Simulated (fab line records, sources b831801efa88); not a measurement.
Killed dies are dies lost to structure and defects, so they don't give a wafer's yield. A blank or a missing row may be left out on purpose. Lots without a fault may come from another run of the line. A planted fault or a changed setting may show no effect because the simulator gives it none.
Split-lot experiment | flow sky130 | 5 lots, 23 wafers read, on a route of 708 steps

THE SPLIT
At SKY_LI_CONTACT_CVD_21 (deposits W, target thk 400 nm, time 120.56 s), the setting temp_c was moved away from the recipe's 400 C on 8 of the 23 wafers read, by -2.3% to +1.9%. The other wafers ran this setting at the recipe's value.

FROM THE SPLIT TO THE READING: what the file shows between them, 1 step
- SKY_LI_CONTACT_RS_MEAS_22: measures by four-point-probe

THE READING
LI_CONTACT_W_THK, in nm, at SKY_LI_CONTACT_THK_MEAS_23 (measures by xrf). Fault-free wafers of this fab line usually give 391 nm, standard deviation 5.1 nm.

wafer  | tool, chamber at the split | temp_c as run, C | against the recipe | LI_CONTACT_W_THK, nm | against lot-mates on the recipe
L074.1 | cvd_w-02, 0                | 393.3            | -1.7%              | 346                  | -40
L074.2 | cvd_w-02, 1,0              | 400              | recipe             | 386                  | -
L074.3 | cvd_w-02, 1,0              | 400              | recipe             | 387                  | -
L074.4 | cvd_w-02, 1                | 400              | recipe             | 386                  | -
L074.6 | cvd_w-02, 0                | 393.3            | -1.7%              | 341                  | -45
L076.2 | cvd_w-02, 1                | 400              | recipe             | 385                  | -
L076.3 | cvd_w-02, 1                | 400              | recipe             | 385                  | -
L076.4 | cvd_w-02, 0                | 400              | recipe             | 388                  | -
L076.5 | cvd_w-02, 0                | 400              | recipe             | 394                  | -
L076.6 | cvd_w-02, 1                | 400              | recipe             | 388                  | -
L078.1 | cvd_w-02, 1                | 390.9            | -2.3%              | 324                  | -66
L078.2 | cvd_w-02, 0                | 390.9            | -2.3%              | 331                  | -59
L078.3 | cvd_w-02, 1                | 390.9            | -2.3%              | 329                  | -61
L078.4 | cvd_w-02, 0                | 400              | recipe             | 391                  | -
L078.6 | cvd_w-02, 1                | 400              | recipe             | 389                  | -
L080.2 | cvd_w-02, 1                | 400              | recipe             | 387                  | -
L080.4 | cvd_w-02, 0                | 400              | recipe             | 384                  | -
L080.6 | cvd_w-02, 0                | 400              | recipe             | 388                  | -
L084.1 | cvd_w-01, 1                | 407.5            | +1.9%              | 450                  | +52
L084.2 | cvd_w-01, 0                | 407.5            | +1.9%              | 453                  | +55
L084.3 | cvd_w-01, 0                | 400              | recipe             | 400                  | -
L084.4 | cvd_w-01, 1                | 400              | recipe             | 396                  | -
L084.6 | cvd_w-01, 0                | 407.5            | +1.9%              | 450                  | +52
Where a row lists several chambers, the file gives one row for several wafers and doesn't say which wafer went through which chamber.

THE FIT
A straight line over all 23 wafers: LI_CONTACT_W_THK changes by +29.2 nm for each +1% of temp_c; r = +0.99; the points scatter about the line by 5 nm.
The same after taking each lot's own level away (the mean of its wafers on the recipe; 23 wafers): +27.4 nm for each +1%; r = +1.00; scatter 2.6 nm.
On that fit, the largest move of temp_c shifts the reading by 62 nm.
The lots' own levels span 386.3 to 398.0 nm, that is 2.3 times the standard deviation above.
So the lot-to-lot level changes the slope little: the two slopes agree.
Check: with one of the wafers moved furthest among these (-2.3%) left out of the fit, the line predicts -60.8 nm for it against its lot-mates. It came out at -66 nm against them.

OTHER SPLITS ON THESE WAFERS
These wafers also went through other splits before the reading. Each is held against what the fit with the lots' levels taken away leaves over:
other split on the same wafers  | wafers away from the commonest value | r with LI_CONTACT_W_THK (lot level and that fit taken away)
SKY_LI_CONTACT_COAT_07 spin_rpm | 10                                   | -0.27

THE WHOLE CHAIN: every reading that the file lists as answering this split, in the file's order
step                       | what it does                                 | reading                                                                        | change (the file's fit)              | r (the file's)
SKY_LI_CONTACT_CVD_21      | deposits W, target thk 400 nm, time 120.56 s | W_of_LI_CONTACT_CVD_21.thk_nm (the simulator's own value, which no gauge read) | +28.6 nm for each +1% of the setting | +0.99
SKY_LI_CONTACT_RS_MEAS_22  | measures by four-point-probe                 | LI_CONTACT_W_RS                                                                | -0.0221 for each +1% of the setting  | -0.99
SKY_LI_CONTACT_THK_MEAS_23 | measures by xrf                              | LI_CONTACT_W_THK                                                               | +27.1 for each +1% of the setting    | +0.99

THE FILE'S OWN FIT
LI_CONTACT_W_THK changes by +27.1 nm for each +1% of temp_c, r = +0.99.
